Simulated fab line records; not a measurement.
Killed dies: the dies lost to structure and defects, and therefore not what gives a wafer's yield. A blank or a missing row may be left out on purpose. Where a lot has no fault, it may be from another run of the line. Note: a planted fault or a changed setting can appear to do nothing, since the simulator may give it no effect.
fab line records + flow sky130
[record]
- lots = 6
- wafers = 18
- last-day = 48
route steps=708 shown NWELL@65 PAD_OPEN@708
lots untouched by any fault: they come from a run of this same line in which no faults occurred
start-h: start of the lot's first displayed wafer, in hours after the record's first day + wait-h: time in hours since the lot's previous step + " unchanged from the row above + L1.1+2: several wafers, shown together as one row + - either no value or no given start + * or withheld: withheld + < > ~ a bound
route shown NAME@n: a module of which the file shows steps, and the number in the route of the first + usual: mean/standard deviation of fault-free wafers + same: alike in all rows + chamber/n: place in a boat + sites: per-site readings + _std_site: their standard deviation + _edge_site: outer sites' mean less inner sites' + radius-mm: for every site, how far away it sits from the centre of the wafer + mask NAME#n: copy n + behind: the tool/chamber that last shaped the wafer + hold: the reason the lot was held/the length of the hold in hours/how it ended + device: transistor that didn't switch, given as n, p or np + end of line: the same wafers' tests at the end of the route + a step with no rows: only its recipe + killed: not the wafer's yield, but the dies lost to structure and defects at the first sort + map: a wafer's dies, x killed, . not, _ none there
set.NAME: the setting as run; set.NAME@STEP: as run at that earlier step + model.NAME: the simulator's own value behind a step, which no gauge read
certain route steps with their lots: each step a table, each wafer a row
services: when a tool's chamber went out of use (start-h, in hours from the record's first day, below 0 if earlier), for how many hours, and the reason
[[steps]]
[step SKY_NWELL_IMPLANT_12]
[recipe]
- species = P
- energy-kev = 120
- dose-cm2 = 1.3e+12
- tilt-deg = withheld
[step SKY_NWELL_IMPLANT_13]
[recipe]
- species = P
- energy-kev = 50
- dose-cm2 = 7e+11
- tilt-deg = withheld
[step SKY_NWELL_STRIP_14]
[recipe]
- chemistry = O2/N2
- power-w = 1400
- pressure-mtorr = 1500
- platen-temp-c = withheld
- o2-flow-sccm = 3000
- n2-flow-sccm = 300
- overash-fraction = 0.5
[usual]
- drypump-motor-current-A = 5.6/0.58
- oes-product-au = 0.722/0.0046
- strip-time-to-endpoint-s = 36.97/0.11
| lot.wafer | tool            | chamber | start-h | wait-h | drypump-motor-current-A | oes-product-au | rf-hours-counter-h | strip-time-to-endpoint-s |
|-----------|-----------------|---------|---------|--------|-------------------------|----------------|--------------------|--------------------------|
| L851.2    | plasma-asher-04 | 1       | 94.06   | 0.1    | 6.4                     | 0.722          | 33                 | 36.86                    |
| L851.5    | "               | 0       | "       | "      | 6.0                     | 0.722          | -                  | 36.97                    |
| L851.6    | "               | 1       | "       | "      | 6.5                     | 0.721          | -                  | 36.94                    |
| L852.1    | plasma-asher-03 | 0       | 98.22   | 0.1    | 4.7                     | 0.714          | 45                 | 36.78                    |
| L852.5    | "               | 1       | "       | "      | 5.9                     | 0.722          | -                  | 36.84                    |
| L852.6    | "               | 0       | "       | "      | 4.7                     | 0.713          | -                  | 36.83                    |
| L860.1    | plasma-asher-04 | 0       | 146.74  | 0.1    | 6.0                     | 0.720          | 3                  | 36.99                    |
| L860.2    | "               | 1       | "       | "      | 6.4                     | 0.726          | 3                  | 36.91                    |
| L860.6    | "               | 1       | "       | "      | 6.5                     | 0.723          | -                  | 36.85                    |
| L861.2    | plasma-asher-03 | 1       | 148.64  | 0.1    | 5.9                     | 0.720          | 49                 | 36.98                    |
| L861.3    | "               | 1       | "       | "      | 5.9                     | 0.718          | -                  | 36.95                    |
| L861.6    | "               | 1       | "       | "      | 5.9                     | 0.726          | -                  | 36.97                    |
| L862.1    | plasma-asher-04 | 1       | 158.31  | 0.1    | 6.5                     | 0.719          | 4                  | 37.00                    |
| L862.2    | "               | 0       | "       | "      | 6.0                     | 0.716          | 4                  | 37.03                    |
| L862.3    | "               | 0       | "       | "      | 6.0                     | 0.726          | -                  | 36.94                    |
| L865.2    | plasma-asher-03 | 0       | 170.51  | 0.1    | 4.7                     | 0.720          | 52                 | 36.81                    |
| L865.3    | "               | 0       | "       | "      | 4.7                     | 0.717          | -                  | 36.88                    |
| L865.6    | "               | 0       | "       | "      | 4.7                     | 0.724          | -                  | 36.80                    |
[step SKY_NWELL_TW_MEAS_15]
[usual]
- NWELL_TW = 1808/18
| lot.wafer | tool          | chamber | start-h | wait-h | NWELL_TW |
|-----------|---------------|---------|---------|--------|----------|
| L851.2    | film-metro-04 | -       | 94.17   | 0.1    | 1804     |
| L851.5    | "             | -       | "       | "      | 1807     |
| L851.6    | "             | -       | "       | "      | 1794     |
| L852.1    | film-metro-01 | -       | 98.32   | 0.1    | 1804     |
| L852.5    | "             | -       | "       | "      | 1804     |
| L852.6    | "             | -       | "       | "      | 1794     |
| L860.1    | film-metro-04 | -       | 146.84  | 0.1    | 1802     |
| L860.2    | "             | -       | "       | "      | 1811     |
| L860.6    | "             | -       | "       | "      | 1813     |
| L861.2    | film-metro-01 | -       | 148.75  | 0.1    | 1794     |
| L861.3    | "             | -       | "       | "      | 1797     |
| L861.6    | "             | -       | "       | "      | 1786     |
| L862.1    | film-metro-04 | -       | 158.41  | 0.1    | 1794     |
| L862.2    | "             | -       | "       | "      | 1802     |
| L862.3    | "             | -       | "       | "      | 1808     |
| L865.2    | film-metro-02 | -       | 170.62  | 0.1    | 1810     |
| L865.3    | "             | -       | "       | "      | 1830     |
| L865.6    | "             | -       | "       | "      | 1824     |
[step SKY_NWELL_DEHYDRATE_16]
[recipe]
- temp-c = 200
- time-s = 60
[step SKY_NWELL_HMDS_17]
[recipe]
- prime-time-s = 60
- prime-temp-c = 120
[step SKY_NWELL_COAT_18]
[recipe]
- spin-rpm = 2000
- resist-thk-nm = 3000
[step SKY_NWELL_SOFTBAKE_19]
[recipe]
- temp-c = 110
- time-s = withheld
[step SKY_NWELL_EXPOSE_20]
[recipe]
- mask-id = NWM_COMPLEMENT
- na = 0.6
- source-shape = conventional
- sigma-outer = 0.6
- polarization = unpolarized
- target-cd-nm = 840
- dose-mj = 260
[step SKY_NWELL_PEB_21]
[recipe]
- temp-c = 115
- time-s = withheld
[step SKY_NWELL_DEVELOP_22]
[recipe]
- wall-angle-deg = 90
- developer = TMAH
- develop-time-s = 60
- dev-temp-c = 23
[step SKY_NWELL_OVL_MEAS_23]
[usual]
- NWELL_01_OVL = 0.3/1.5
| lot.wafer | tool       | chamber | start-h | wait-h | NWELL_01_OVL[nm] |
|-----------|------------|---------|---------|--------|------------------|
| L851.2    | overlay-01 | -       | 111.03  | -      | 2.3              |
| L851.5    | "          | -       | "       | "      | 2.0              |
| L851.6    | "          | -       | "       | "      | 2.1              |
| L852.1    | overlay-02 | -       | 115.50  | -      | -0.2             |
| L852.5    | "          | -       | "       | "      | -1.3             |
| L852.6    | "          | -       | "       | "      | 1.1              |
| L860.1    | overlay-02 | -       | 165.63  | -      | -2.8             |
| L860.2    | "          | -       | "       | "      | -1.1             |
| L860.6    | "          | -       | "       | "      | 1.8              |
| L861.2    | overlay-01 | -       | 168.28  | -      | -1.7             |
| L861.3    | "          | -       | "       | "      | -0.9             |
| L861.6    | "          | -       | "       | "      | 0.3              |
| L862.1    | overlay-01 | -       | 178.71  | -      | -0.7             |
| L862.2    | "          | -       | "       | "      | -0.1             |
| L862.3    | "          | -       | "       | "      | -0.4             |
| L865.2    | overlay-02 | -       | 191.61  | -      | 0.1              |
| L865.3    | "          | -       | "       | "      | 0.7              |
| L865.6    | "          | -       | "       | "      | 0.0              |
[step SKY_NWELL_IMPLANT_24]
[recipe]
- species = B
- energy-kev = 140
- dose-cm2 = 9.2e+12
- tilt-deg = withheld
[usual]
- beam-on-s = 10.01/0.2
- dose-ions-cm2 = 9.199e+12/1e+10
- faraday-current-uA = 51.8/1
| lot.wafer | tool         | chamber | start-h | wait-h | beam-on-s | dose-ions-cm2 | faraday-current-uA |
|-----------|--------------|---------|---------|--------|-----------|---------------|--------------------|
| L851.2    | implanter-02 | 0       | 111.09  | 0.0    | 9.99      | 9.189e+12     | 51.9               |
| L851.5    | "            | 0       | "       | "      | 9.97      | 9.2e+12       | 52.0               |
| L851.6    | "            | 0       | "       | "      | 9.86      | 9.194e+12     | 52.6               |
| L852.1    | implanter-02 | 0       | 115.54  | 0.0    | 9.94      | 9.184e+12     | 52.2               |
| L852.5    | "            | 0       | "       | "      | 9.82      | 9.203e+12     | 52.8               |
| L852.6    | "            | 0       | "       | "      | 10.02     | 9.184e+12     | 51.7               |
| L860.1    | implanter-02 | 0       | 165.67  | 0.0    | 10.21     | 9.926e+12     | 55.0               |
| L860.2    | "            | 0       | "       | "      | 9.94      | 9.934e+12     | 56.8               |
| L860.6    | "            | 0       | "       | "      | 9.82      | 9.935e+12     | 57.1               |
| L861.2    | implanter-02 | 0       | 168.34  | 0.0    | 9.98      | 9.937e+12     | 56.0               |
| L861.3    | "            | 0       | "       | "      | 10.37     | 9.94e+12      | 54.1               |
| L861.6    | "            | 0       | "       | "      | 10.21     | 9.947e+12     | 54.8               |
| L862.1    | implanter-03 | 0       | 178.75  | 0.0    | 9.70      | 9.21e+12      | 53.6               |
| L862.2    | "            | 0       | "       | "      | 10.14     | 9.197e+12     | 51.4               |
| L862.3    | "            | 0       | "       | "      | 9.86      | 9.214e+12     | 52.5               |
| L865.2    | implanter-03 | 0       | 191.66  | 0.0    | 9.47      | 9.211e+12     | 54.6               |
| L865.3    | "            | 0       | "       | "      | 10.01     | 9.205e+12     | 52.0               |
| L865.6    | "            | 0       | "       | "      | 10.13     | 9.201e+12     | 51.1               |
[step SKY_NWELL_STRIP_25]
[recipe]
- chemistry = O2/N2
- power-w = 1400
- pressure-mtorr = 1500
- platen-temp-c = withheld
- o2-flow-sccm = 3000
- n2-flow-sccm = 300
- overash-fraction = 0.5
[usual]
- drypump-motor-current-A = 5.8/0.56
- oes-product-au = 0.723/0.004
- strip-time-to-endpoint-s = 36.91/0.099
| lot.wafer | tool            | chamber | start-h | wait-h | drypump-motor-current-A | oes-product-au | rf-hours-counter-h | strip-time-to-endpoint-s |
|-----------|-----------------|---------|---------|--------|-------------------------|----------------|--------------------|--------------------------|
| L851.2    | plasma-asher-02 | 0       | 111.21  | 0.1    | 5.6                     | 0.719          | 47                 | 36.90                    |
| L851.5    | "               | 1       | "       | "      | 5.3                     | 0.719          | -                  | 37.03                    |
| L851.6    | "               | 0       | "       | "      | 5.6                     | 0.722          | -                  | 36.95                    |
| L852.1    | plasma-asher-03 | 1       | 115.69  | 0.1    | 5.9                     | 0.724          | 46                 | 36.81                    |
| L852.5    | "               | 0       | "       | "      | 4.7                     | 0.728          | -                  | 36.85                    |
| L852.6    | "               | 1       | "       | "      | 5.9                     | 0.729          | -                  | 36.83                    |
| L860.1    | plasma-asher-02 | 0       | 165.82  | 0.1    | 5.6                     | 0.723          | 53                 | 36.90                    |
| L860.2    | "               | 1       | "       | "      | 5.3                     | 0.720          | 53                 | 37.05                    |
| L860.6    | "               | 0       | "       | "      | 5.6                     | 0.726          | -                  | 36.95                    |
| L861.2    | plasma-asher-04 | 0       | 168.46  | 0.1    | 6.0                     | 0.722          | 5                  | 36.97                    |
| L861.3    | "               | 1       | "       | "      | 6.5                     | 0.726          | -                  | 37.03                    |
| L861.6    | "               | 1       | "       | "      | 6.5                     | 0.718          | -                  | 36.95                    |
| L862.1    | plasma-asher-02 | 1       | 178.90  | 0.1    | 5.2                     | 0.724          | 54                 | 36.88                    |
| L862.2    | "               | 0       | "       | "      | 5.6                     | 0.715          | 54                 | 36.69                    |
| L862.3    | "               | 0       | "       | "      | 5.6                     | 0.722          | -                  | 36.86                    |
| L865.2    | plasma-asher-03 | 1       | 191.79  | 0.1    | 5.9                     | 0.727          | 54                 | 36.95                    |
| L865.3    | "               | 0       | "       | "      | 4.7                     | 0.724          | -                  | 36.91                    |
| L865.6    | "               | 1       | "       | "      | 5.9                     | 0.728          | -                  | 36.99                    |
[step SKY_NWELL_TW_MEAS_26]
[usual]
- NWELL_2_TW = 493/4.3
| lot.wafer | tool          | chamber | start-h | wait-h | NWELL_2_TW |
|-----------|---------------|---------|---------|--------|------------|
| L851.2    | film-metro-01 | -       | 111.32  | 0.1    | 492        |
| L851.5    | "             | -       | "       | "      | 490        |
| L851.6    | "             | -       | "       | "      | 493        |
| L852.1    | film-metro-04 | -       | 115.79  | 0.1    | 490        |
| L852.5    | "             | -       | "       | "      | 491        |
| L852.6    | "             | -       | "       | "      | 491        |
| L860.1    | film-metro-02 | -       | 165.92  | 0.1    | 509        |
| L860.2    | "             | -       | "       | "      | 510        |
| L860.6    | "             | -       | "       | "      | 511        |
| L861.2    | film-metro-04 | -       | 168.57  | 0.1    | 504        |
| L861.3    | "             | -       | "       | "      | 508        |
| L861.6    | "             | -       | "       | "      | 507        |
| L862.1    | film-metro-02 | -       | 179.00  | 0.1    | 499        |
| L862.2    | "             | -       | "       | "      | 498        |
| L862.3    | "             | -       | "       | "      | 495        |
| L865.2    | film-metro-04 | -       | 191.90  | 0.1    | 496        |
| L865.3    | "             | -       | "       | "      | 496        |
| L865.6    | "             | -       | "       | "      | 492        |
[step SKY_NWELL_CLEAN_27]
[recipe]
- chemistry = SC1/SC2
- mix = 1:4:20
- temp-c = 70
- time-s = 150
- dry = n2-spin
[step SKY_PAD_OPEN_PROBE_99]
[usual]
- killed_at_M0_to_M3 = 43/6.5
- killed_at_M4_up = 3.3/2
- killed-at-contacts = 24/5.2
- killed-at-front-end = 16/4.2
- killed-at-other = 0.3/0.6
- killed-dies = 87/9.3
- killed-open = 47/7.8
- killed-short = 39/6.2
[same]
- gross-dies = 492
- killed-at-back-side = 0
| lot.wafer | tool      | chamber | start-h | wait-h | killed_at_M0_to_M3 | killed_at_M4_up | killed-at-contacts | killed-at-front-end | killed-at-other | killed-dies | killed-open | killed-short | model.etest.pfet_16v.r-on-ohm-um | model.etest.res-pwell-under-gate.rs-ohm-sq | model.etest.pfet_16v.drive-ua-um | model.etest.field-n.vt-v |
|-----------|-----------|---------|---------|--------|--------------------|-----------------|--------------------|---------------------|-----------------|-------------|-------------|--------------|----------------------------------|--------------------------------------------|----------------------------------|--------------------------|
| L851.2    | prober-01 | -       | 1085.28 | 0.1    | 43                 | 4               | 35                 | 19                  | 0               | 101         | 54          | 46           | 1.479e+04                        | 2268                                       | 247.7                            | 35.38                    |
| L851.5    | prober-01 | -       | 1085.43 | 0.2    | 38                 | 6               | 24                 | 25                  | 1               | 94          | 44          | 50           | 1.5e+04                          | 2268                                       | 244.4                            | 35.77                    |
| L851.6    | prober-01 | -       | 1085.48 | 0.2    | 58                 | 3               | 29                 | 21                  | 0               | 111         | 58          | 52           | 1.528e+04                        | 2260                                       | 243.2                            | 36.05                    |
| L852.1    | prober-01 | -       | 1088.34 | 0.1    | 54                 | 2               | 22                 | 23                  | 2               | 103         | 60          | 43           | 1.528e+04                        | 2267                                       | 240.4                            | 35.25                    |
| L852.5    | prober-01 | -       | 1088.54 | 0.2    | 47                 | 3               | 28                 | 17                  | 0               | 95          | 56          | 39           | 1.508e+04                        | 2265                                       | 241.4                            | 35.13                    |
| L852.6    | prober-01 | -       | 1088.59 | 0.2    | 39                 | 8               | 23                 | 12                  | 0               | 82          | 47          | 35           | 1.575e+04                        | 2281                                       | 236                              | 36.88                    |
| L860.1    | prober-01 | -       | 1131.14 | 0.1    | 42                 | 5               | 26                 | 19                  | 2               | 94          | 59          | 35           | 1.434e+04                        | 2174                                       | 257.6                            | 36.88                    |
| L860.2    | prober-01 | -       | 1131.19 | 0.1    | 55                 | 8               | 25                 | 19                  | 0               | 107         | 58          | 49           | 1.43e+04                         | 2184                                       | 255.1                            | 37.05                    |
| L860.6    | prober-01 | -       | 1131.39 | 0.2    | 56                 | 0               | 18                 | 9                   | 1               | 84          | 43          | 41           | 1.433e+04                        | 2177                                       | 256.4                            | 36.79                    |
| L861.2    | prober-02 | -       | 1138.64 | 0.1    | 35                 | 2               | 26                 | 10                  | 0               | 73          | 35          | 38           | 1.439e+04                        | 2168                                       | 256.1                            | 37.39                    |
| L861.3    | prober-02 | -       | 1138.69 | 0.2    | 43                 | 6               | 19                 | 22                  | 0               | 90          | 48          | 42           | 1.447e+04                        | 2170                                       | 258.8                            | 37.49                    |
| L861.6    | prober-02 | -       | 1138.84 | 0.2    | 45                 | 1               | 27                 | 15                  | 1               | 89          | 54          | 35           | 1.488e+04                        | 2150                                       | 254.7                            | 38.21                    |
| L862.1    | prober-02 | -       | 1147.13 | 0.1    | 41                 | 2               | 32                 | 24                  | 1               | 100         | 67          | 31           | 1.472e+04                        | 2283                                       | 247.8                            | 35.2                     |
| L862.2    | prober-02 | -       | 1147.18 | 0.1    | 43                 | 7               | 27                 | 12                  | 0               | 89          | 40          | 47           | 1.519e+04                        | 2271                                       | 244.6                            | 36.16                    |
| L862.3    | prober-02 | -       | 1147.23 | 0.2    | 37                 | 1               | 23                 | 13                  | 1               | 75          | 45          | 30           | 1.501e+04                        | 2281                                       | 243.7                            | 34.86                    |
| L865.2    | prober-02 | -       | 1150.39 | 0.1    | 51                 | 4               | 29                 | 12                  | 0               | 96          | 40          | 56           | 1.552e+04                        | 2280                                       | 245                              | 36.14                    |
| L865.3    | prober-02 | -       | 1150.44 | 0.2    | 45                 | 1               | 23                 | 25                  | 1               | 95          | 54          | 41           | 1.548e+04                        | 2296                                       | 248                              | 36.14                    |
| L865.6    | prober-02 | -       | 1150.59 | 0.2    | 38                 | 4               | 23                 | 17                  | 0               | 82          | 36          | 45           | 1.595e+04                        | 2287                                       | 238.7                            | 36.08                    |
// killed by level:class
L851.2 CONTACT:geometric-particle:open=12 LI_CONTACT:geometric-particle:open=10 VIA1:geometric-particle:open=8 FIELD_ISO:geometric-particle:open=7 METAL1:geometric-particle:short=7 POLY_GATE:geometric-particle:short=5 METAL3:geometric-particle:short=5 CONTACT:geometric-particle:short=5
L851.5 CONTACT:geometric-particle:open=8 FIELD_ISO:geometric-particle:short=7 VIA3:geometric-particle:open=7 FIELD_ISO:geometric-particle:open=6 POLY_GATE:geometric-particle:short=6 LOCAL_INTERCONNECT:geometric-particle:short=5 METAL1:geometric-particle:short=5 VIA1:geometric-particle:open=5
L851.6 CONTACT:geometric-particle:open=12 METAL1:geometric-particle:short=11 VIA1:geometric-particle:open=10 LI_CONTACT:geometric-particle:open=7 VIA2:geometric-particle:open=7 METAL2:geometric-particle:short=6 VIA3:geometric-particle:open=6 FIELD_ISO:geometric-particle:open=5
L852.1 VIA1:geometric-particle:open=19 FIELD_ISO:geometric-particle:short=10 FIELD_ISO:geometric-particle:open=7 LI_CONTACT:geometric-particle:open=7 CONTACT:geometric-particle:open=7 VIA3:geometric-particle:open=7 METAL2:geometric-particle:short=6 METAL1:geometric-particle:short=5
L852.5 CONTACT:geometric-particle:open=13 VIA1:geometric-particle:open=13 VIA3:geometric-particle:open=7 FIELD_ISO:geometric-particle:short=6 LI_CONTACT:geometric-particle:open=6 METAL1:geometric-particle:short=6 VIA2:geometric-particle:open=5 METAL2:geometric-particle:short=4
L852.6 VIA3:geometric-particle:open=12 LI_CONTACT:geometric-particle:open=7 CONTACT:geometric-particle:open=7 METAL2:geometric-particle:short=7 VIA3:geometric-particle:short=5 LOCAL_INTERCONNECT:geometric-particle:short=5 METAL4:geometric-particle:short=5 POLY_GATE:geometric-particle:open=4
L860.1 CONTACT:geometric-particle:open=14 VIA1:geometric-particle:open=10 LI_CONTACT:geometric-particle:open=9 VIA1:geometric-particle:short=8 VIA2:geometric-particle:open=7 POLY_GATE:geometric-particle:short=5 VIA3:geometric-particle:open=5 POLY_GATE:geometric-particle:open=4
L860.2 VIA1:geometric-particle:open=14 VIA2:geometric-particle:short=8 VIA3:geometric-particle:open=7 LI_CONTACT:geometric-particle:open=6 CONTACT:geometric-particle:open=6 FIELD_ISO:geometric-particle:short=5 METAL1:geometric-particle:short=5 VIA2:geometric-particle:open=5
L860.6 VIA1:geometric-particle:open=15 VIA1:geometric-particle:short=8 CONTACT:geometric-particle:open=7 VIA3:geometric-particle:short=7 METAL1:geometric-particle:short=6 METAL2:geometric-particle:short=6 LI_CONTACT:geometric-particle:open=5 VIA2:geometric-particle:open=5
L861.2 CONTACT:geometric-particle:open=10 METAL2:geometric-particle:short=7 FIELD_ISO:geometric-particle:short=7 LI_CONTACT:geometric-particle:open=6 VIA1:geometric-particle:short=6 VIA2:geometric-particle:open=6 VIA1:geometric-particle:open=5 LI_CONTACT:geometric-particle:short=4
L861.3 VIA1:geometric-particle:open=17 POLY_GATE:geometric-particle:short=8 LI_CONTACT:geometric-particle:open=8 METAL2:geometric-particle:short=7 FIELD_ISO:geometric-particle:short=4 CONTACT:geometric-particle:short=4 VIA2:geometric-particle:open=4 METAL1:geometric-particle:short=4
L861.6 VIA1:geometric-particle:open=10 LI_CONTACT:geometric-particle:open=8 VIA3:geometric-particle:open=8 CONTACT:geometric-particle:open=7 CONTACT:geometric-particle:short=5 SPACER:geometric-particle:open=4 VIA3:geometric-particle:short=4 METAL1:geometric-particle:open=4
L862.1 CONTACT:geometric-particle:open=19 VIA1:geometric-particle:open=16 METAL1:geometric-particle:short=8 LI_CONTACT:geometric-particle:open=7 FIELD_ISO:geometric-particle:open=6 POLY_GATE:geometric-particle:open=5 FIELD_ISO:geometric-particle:short=4 METAL2:geometric-particle:short=4
L862.2 CONTACT:geometric-particle:open=10 METAL1:geometric-particle:short=8 LI_CONTACT:geometric-particle:open=7 VIA1:geometric-particle:open=7 VIA1:geometric-particle:short=7 LI_CONTACT:geometric-particle:short=6 METAL4:geometric-particle:short=6 FIELD_ISO:geometric-particle:short=4
L862.3 CONTACT:geometric-particle:open=12 VIA1:geometric-particle:open=10 VIA2:geometric-particle:open=8 CONTACT:geometric-particle:short=6 METAL2:geometric-particle:short=6 FIELD_ISO:geometric-particle:open=5 LI_CONTACT:geometric-particle:open=3 METAL1:geometric-particle:short=3
L865.2 VIA1:geometric-particle:open=12 METAL2:geometric-particle:short=9 METAL1:geometric-particle:short=8 CONTACT:geometric-particle:open=7 VIA3:geometric-particle:open=7 LI_CONTACT:geometric-particle:open=7 CONTACT:geometric-particle:short=6 POLY_GATE:geometric-particle:short=5
L865.3 CONTACT:geometric-particle:open=9 VIA1:geometric-particle:open=9 POLY_GATE:geometric-particle:open=8 METAL1:geometric-particle:short=8 POLY_GATE:geometric-particle:short=7 LI_CONTACT:geometric-particle:open=7 VIA1:geometric-particle:short=5 VIA2:geometric-particle:open=5
L865.6 CONTACT:geometric-particle:open=9 VIA1:geometric-particle:short=8 FIELD_ISO:geometric-particle:short=7 VIA1:geometric-particle:open=7 METAL1:geometric-particle:short=6 LI_CONTACT:geometric-particle:open=5 VIA3:geometric-particle:open=5 METAL2:geometric-particle:short=5
[[services]]
| tool            | chamber | start-h | hours | kind       |
|-----------------|---------|---------|-------|------------|
| plasma-asher-04 | -       | 108.75  | 9.0   | pm         |
| plasma-asher-04 | 0       | 108.75  | 9.0   | vent-cycle |
| plasma-asher-04 | 1       | 108.75  | 9.0   | vent-cycle |
| implanter-03    | -       | 112.35  | 16.8  | pm         |
| implanter-02    | -       | 112.77  | 1.6   | repair     |
| plasma-asher-04 | 0       | 117.75  | -     | clean      |
| plasma-asher-04 | 1       | 117.75  | -     | clean      |
| plasma-asher-03 | -       | 145.03  | 2.8   | pm         |
| plasma-asher-02 | -       | 168.98  | 0.7   | repair     |
| implanter-03    | -       | 178.96  | 5.4   | repair     |
[[key]]
[first-sign]
- step = SKY_NWELL_IMPLANT_24
- reading = dose-ions-cm2
- direction = up
- sigmas = 71
- usual = *
- struck = *
[effect]
- step = SKY_NWELL_IMPLANT_24
- reading = faraday-current-uA
- direction = up
- sigmas = 3.7
- usual = 51.8
- struck = 55.6
[effect]
- step = SKY_NWELL_TW_MEAS_26
- reading = NWELL_2_TW
- direction = up
- sigmas = 3.6
- usual = 493
- struck = 508
[model-effect]
- step = SKY_PAD_OPEN_PROBE_99
- value = etest.pfet_16v.r-on-ohm-um
- without = 1.498e+04
- struck = 1.445e+04
met-at SKY_NWELL_IMPLANT_24
struck-wafers L860.1,L860.2,L860.6,L861.2,L861.3,L861.6
tester-left-out L860,L861
onset-between 115.54 165.67
[fault]
- kind = process-parameter-drift
- tool = implanter-02
- chamber = -
- onset-h = 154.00
- steps = SKY_NWELL_IMPLANT_24
- channel = dose-cm2
- offset = *
- shape = step
- end-h = 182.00
- acts-in = *
- stated = *
// tester-left-out: of these lots the tester's yield and bins aren't shown, on N5 and GAA mostly nor the transistor test; their killed dies are dies lost to structure and defects alone, not to doping, threshold or leakage, so they don't give the yield
